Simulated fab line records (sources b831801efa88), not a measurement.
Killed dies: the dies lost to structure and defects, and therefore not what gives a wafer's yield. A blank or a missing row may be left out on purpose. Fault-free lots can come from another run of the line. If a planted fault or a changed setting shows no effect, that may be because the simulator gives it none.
Comparing a struck lot with a sound one    flow sky130    16 out of 708 route steps
Sound: wafers L747.1, L747.3, L747.6. Wafers struck: L766.3, L766.4, L766.6. The cause comes at the end.
Each step with rows lists, per side, the tool, then ch with its chambers, then its first start. Under that, the readings that differ: sound wafers    struck wafers    difference of the means    sigmas: that difference in standard deviations of wafers without a fault.
alike: a reading whose means differ by less than 2 such deviations, as well as words and numbers matching on both sides. not compared: withheld readings; readings where some wafer has no value; bounds like >300 that might hide an equal value; numbers whose values overlap and for which the record gives no deviation.
A row with sigmas, a row that says differs or no value, or rows on one side alone: a step with any of these is where the two part. When numbers do not overlap yet have no deviation, they are printed without sigmas and do not part them. A reading that every wafer of one side lacks parts them only if that side has two wafers or more.

first, 2 steps without rows for these wafers: SKY_VT_ADJUST_PCH_PEB_05; SKY_VT_ADJUST_PCH_DEVELOP_06 (develop time 60 s).
SKY_VT_ADJUST_PCH_OVL_MEAS_07:
  sound: overlay-01 at day 11 10:40; struck: overlay-02 at day 17 14:25
  alike: VT_ADJUST_PCH_OVL
after that, 1 step had no rows for these wafers: SKY_VT_ADJUST_PCH_IMPLANT_08.
SKY_VT_ADJUST_PCH_STRIP_09: strips in O2/N2.
  sound on plasma-asher-02 ch 1, day 11 10:50; struck on plasma-asher-03 ch 0,1, day 17 14:40
reading                      sound        struck       difference  sigmas
drypump-motor-current-A (A)  5.0 4.9 4.9  5.4 6.0 6.0  +0.9        +2
  alike: n2-flow-sccm, oes-product-au, strip-time-to-endpoint-s
  not compared: rf-hours-counter-h
SKY_VT_ADJUST_PCH_TW_MEAS_10:
  sound: film-metro-01 at day 11 10:56; struck: film-metro-03 at day 17 14:44
reading           sound              struck             difference  sigmas
VT_ADJUST_PCH_TW  142.8 142.5 143.5  145.4 145.2 146.0  +2.6        +3
then, 6 steps without rows for these wafers: SKY_SONOS_TUNNEL_DEHYDRATE_00 (time 60 s); SKY_SONOS_TUNNEL_HMDS_01 (prime time 60 s); SKY_SONOS_TUNNEL_COAT_02 (resist thk 1140 nm); SKY_SONOS_TUNNEL_SOFTBAKE_03 (time 60 s); SKY_SONOS_TUNNEL_EXPOSE_04 (exposes mask TUNM, target cd 410 nm); SKY_SONOS_TUNNEL_PEB_05.
SKY_SONOS_TUNNEL_DEVELOP_06: develop time 60 s.
  sound on litho-track-02 ch 0, day 12 09:56; struck on litho-track-03 ch 0, day 18 20:10
reading               sound              struck             difference  sigmas
developer-temp-C (C)  22.92 22.80 22.73  20.50 20.53 20.57  -2.28       -21
SKY_SONOS_TUNNEL_CD_MEAS_07: target cd 410 nm.
  sound: cd-sem-01 at day 12 10:05; struck: cd-sem-02 at day 18 20:19
reading     sound              struck             difference  sigmas
cd-nm (nm)  409.4 408.3 409.9  420.8 420.3 418.7  +10.7       +4
SKY_SONOS_TUNNEL_OVL_MEAS_08:
  sound: overlay-01 at day 12 10:12; struck: overlay-02 at day 18 20:24
  alike: SONOS_TUNNEL_OVL
after that, 1 step had no rows for these wafers: SKY_PAD_OPEN_PROBE_99.

## WHERE THEY PART
At SKY_VT_ADJUST_PCH_STRIP_09 first; at SKY_SONOS_TUNNEL_CD_MEAS_07 last (within this record only). Later steps at which nothing parts them and some readings are alike: SKY_SONOS_TUNNEL_OVL_MEAS_08.

WHY: what had been put in by the simulator
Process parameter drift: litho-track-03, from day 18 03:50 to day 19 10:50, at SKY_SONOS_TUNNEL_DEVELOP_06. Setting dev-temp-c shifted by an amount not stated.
